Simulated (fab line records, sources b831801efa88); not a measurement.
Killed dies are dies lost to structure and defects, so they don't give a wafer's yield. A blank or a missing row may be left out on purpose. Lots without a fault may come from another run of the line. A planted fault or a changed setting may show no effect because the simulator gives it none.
One fault seen from 2 desks | flow sky130 | each desk has only its own numbers; what lay behind them comes last

THE TOOL OWNER'S DESK: cmp-02
The tool's own readings at SKY_VIA4_CMP_21 (polishes, stops on SiO2, t overpolish 25 s, target thk 0 nm): means of the sampled wafers that have a number, for each lot that ran on this tool. A lot is out of limits, marked OUT, if its mean lies more than 4 standard deviations from the usual mean; the brackets give that distance.
Columns: A = motor_current_A at SKY_VIA4_CMP_21, usual 11.6 A; B = overpolish_run_s at SKY_VIA4_CMP_21, usual 25.000 s; C = platen_rpm at SKY_VIA4_CMP_21, usual 60.00 rpm; D = time_to_endpoint_s at SKY_VIA4_CMP_21, usual 122 s
lot  | first seen here | A    | B      | C               | D
L929 | day 44 05:43    | 12.4 | 24.998 | 59.97           | 116
L930 | day 44 09:19    | 10.8 | 25.002 | 59.97           | 119
L931 | day 44 10:41    | 11.8 | 24.996 | 59.97           | 118
L932 | day 44 18:21    | 10.8 | 24.995 | 60.03           | 121
L933 | day 45 00:04    | 10.8 | 24.995 | 60.04           | 127
L934 | day 45 11:23    | 11.7 | 25.003 | 59.99           | 118
L936 | day 45 18:39    | 11.6 | 25.002 | 59.99           | 123
L944 | day 47 17:21    | 11.1 | 25.009 | 64.04 (+90) OUT | 116
This desk's finding: out of limits on L944; first on L944, day 47 17:21 (platen_rpm at SKY_VIA4_CMP_21). In limits: L929, L930, L931, L932, L933, L934, L936.

THE METROLOGY DESK
What the gauges read, lot by lot, whatever tool the lot ran on: means of the sampled wafers that have a number. A lot is out of limits, marked OUT, if its mean lies more than 4 standard deviations from the usual mean; the brackets give that distance.
Columns: A = CAP2M_TIN_THK at SKY_CAP2M_THK_MEAS_04, usual 203.4 nm
lot  | first seen here | A
L925 | day 39 12:13    | 201.4
L929 | day 41 03:39    | 202.6
L930 | day 41 07:36    | 202.4
L931 | day 41 09:51    | 197.8
L932 | day 41 16:38    | 202.1
L933 | day 41 23:23    | 204.5
L934 | day 42 13:24    | 203.8
L936 | day 42 21:36    | 207.1
L944 | day 44 23:41    | 204.0
L947 | day 45 19:00    | 204.3
L948 | day 46 01:41    | 200.0
This desk's finding: nothing out of limits on any of the 11 lots.

PUT TOGETHER
The tool owner's desk could have raised an alarm at day 47 17:21, on L944.
The metrology desk saw nothing out of limits.
The metrology desk has L944 on record, within its limits.
Of the lots named, all ran SKY_VIA4_CMP_21 on cmp-02.

WHAT THE SIMULATOR HAD PUT IN
Process parameter drift: cmp-02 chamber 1, from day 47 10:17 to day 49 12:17, at SKY_VIA4_CMP_21. Setting platen_rpm, moved by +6, from 60. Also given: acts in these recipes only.
Lots struck among those shown: L944.
Hours from the fault's start to each desk's first reading out of limits: the tool owner's desk, 7.
